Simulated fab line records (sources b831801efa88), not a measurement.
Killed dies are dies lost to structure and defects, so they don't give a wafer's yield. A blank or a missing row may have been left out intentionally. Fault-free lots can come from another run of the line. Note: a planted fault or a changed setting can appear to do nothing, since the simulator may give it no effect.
Which tool was responsible? -- flow gf180mcu -- 12 lots, 36 wafers sampled, at 2 steps of a route of 602

WHAT THE GAUGES SHOWED, per wafer
GF_M4_OVL_MEAS_15.
lot,measured,on,M4_OVL (nm)
L075,day 23 19:33,overlay-02,0 3 1
L077,day 24 19:23,overlay-01,-3 1 7
L079,day 25 06:18,overlay-02,4 3 8
L081,day 26 00:09,overlay-02,-9 1 -4
L083,day 26 18:38,overlay-02,11 9 10
L085,day 27 11:39,overlay-01,5 2 6
L087,day 27 23:58,overlay-01,11 2 1
L089,day 28 11:52,overlay-01,-4 0 -3
L091,day 29 01:01,overlay-02,-3 -9 -4
L093,day 29 16:32,overlay-01,-8 1 0
L095,day 30 09:12,overlay-01,-4 -8 -1
L097,day 30 14:10,overlay-01,-4 -2 -4

WHAT TOOL EACH LOT RAN ON (gives the tool, then ch and the chambers of the sampled wafers, and finally the start)
lot,GF_M4_SPUTTER_00
L075,"pvd sputter-04, day 22 20:54"
L077,"pvd sputter-01, day 23 20:38"
L079,"pvd sputter-02, day 24 08:23"
L081,"pvd sputter-02, day 25 02:32"
L083,"pvd sputter-01, day 25 21:14"
L085,"pvd sputter-02, day 26 15:25"
L087,"pvd sputter-01, day 27 03:31"
L089,"pvd sputter-04, day 27 15:26"
L091,"pvd sputter-01, day 28 05:38"
L093,"pvd sputter-02, day 28 21:14"
L095,"pvd sputter-02, day 29 13:37"
L097,"pvd sputter-02, day 29 19:11"
- GF_M4_SPUTTER_00: material Ti, target thk 37.5 nm, time 150 s.

THE ANSWER, worked out from the rows above alone
Rule: usual is defined by the lots themselves. Put in order of their means at a reading, lots are off if they are a third of the lots or fewer, leave a main group of 4 or more, and stand apart from it by a gap of 3 or more times the standard deviation of the main group's means; of several such gaps the widest counts. If all means in a main group match to the digits the tables above print for the reading, that group is not used. Also off: a lot with no number at a reading for which 4 or more lots have one. Any other lot the step has rows for is counted as sound.
None of the lots is off at any reading shown; this tells nothing.

WHAT HAD BEEN PUT IN BY THE SIMULATOR
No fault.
